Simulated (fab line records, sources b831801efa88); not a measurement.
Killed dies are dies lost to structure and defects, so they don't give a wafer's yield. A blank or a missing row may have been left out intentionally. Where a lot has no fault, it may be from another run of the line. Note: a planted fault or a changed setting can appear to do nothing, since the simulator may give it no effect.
Which tool did it?	flow sky130	6 lots with 18 wafers sampled at 2 steps, on a route of 708 steps

== WHAT THE GAUGES SHOWED, per wafer ==
SKY_VT_ADJUST_LVTN_OVL_MEAS_18.
lot	measured	on	VT_ADJUST_LVTN_01_OVL (nm)
L774	day 8 06:43	overlay-01	-1.8 -3.6 -3.2
L776	day 8 20:33	overlay-02	0.2 0.0 -0.4
L778	day 9 09:59	overlay-02	-0.7 -0.8 -0.6
L780	day 9 22:23	overlay-02	-1.2 -2.2 -2.4
L793	day 13 16:18	overlay-02	-1.8 -0.7 -1.0
L795	day 14 03:43	overlay-01	-1.6 -2.6 -1.4

== EACH LOT AND THE TOOL THAT RAN IT (in order: tool; ch and the chambers of the sampled wafers; start) ==
lot	SKY_VT_ADJUST_LVTN_STRIP_09
L774	plasma_asher-03 ch 0,1, day 7 10:11
L776	plasma_asher-01 ch 0,1, day 8 00:19
L778	plasma_asher-01 ch 0,1, day 8 12:50
L780	plasma_asher-03 ch 0,1, day 9 00:41
L793	plasma_asher-01 ch 0,1, day 12 14:32
L795	plasma_asher-02 ch 0,1, day 13 02:01
- SKY_VT_ADJUST_LVTN_STRIP_09: strips in O2/N2.

== THE ANSWER, worked out from the rows above alone ==
Rule: what is usual is taken from the lots themselves. The widest of any qualifying gaps counts: lots, ordered by their means at a reading, are off when they make up no more than a third of the lots, leave a main group of 4 or more, and stand apart from it by 3 or more times the standard deviation of that group's means. A main group whose means are all the same, to the digits that the tables above print for the reading, isn't used. A lot without any number at a reading at which 4 lots or more have one is off too. All remaining lots with rows at the step are treated as sound.
No lot is off at any reading shown: from this, nothing can be told.

== WHAT WAS PUT IN BY THE SIMULATOR ==
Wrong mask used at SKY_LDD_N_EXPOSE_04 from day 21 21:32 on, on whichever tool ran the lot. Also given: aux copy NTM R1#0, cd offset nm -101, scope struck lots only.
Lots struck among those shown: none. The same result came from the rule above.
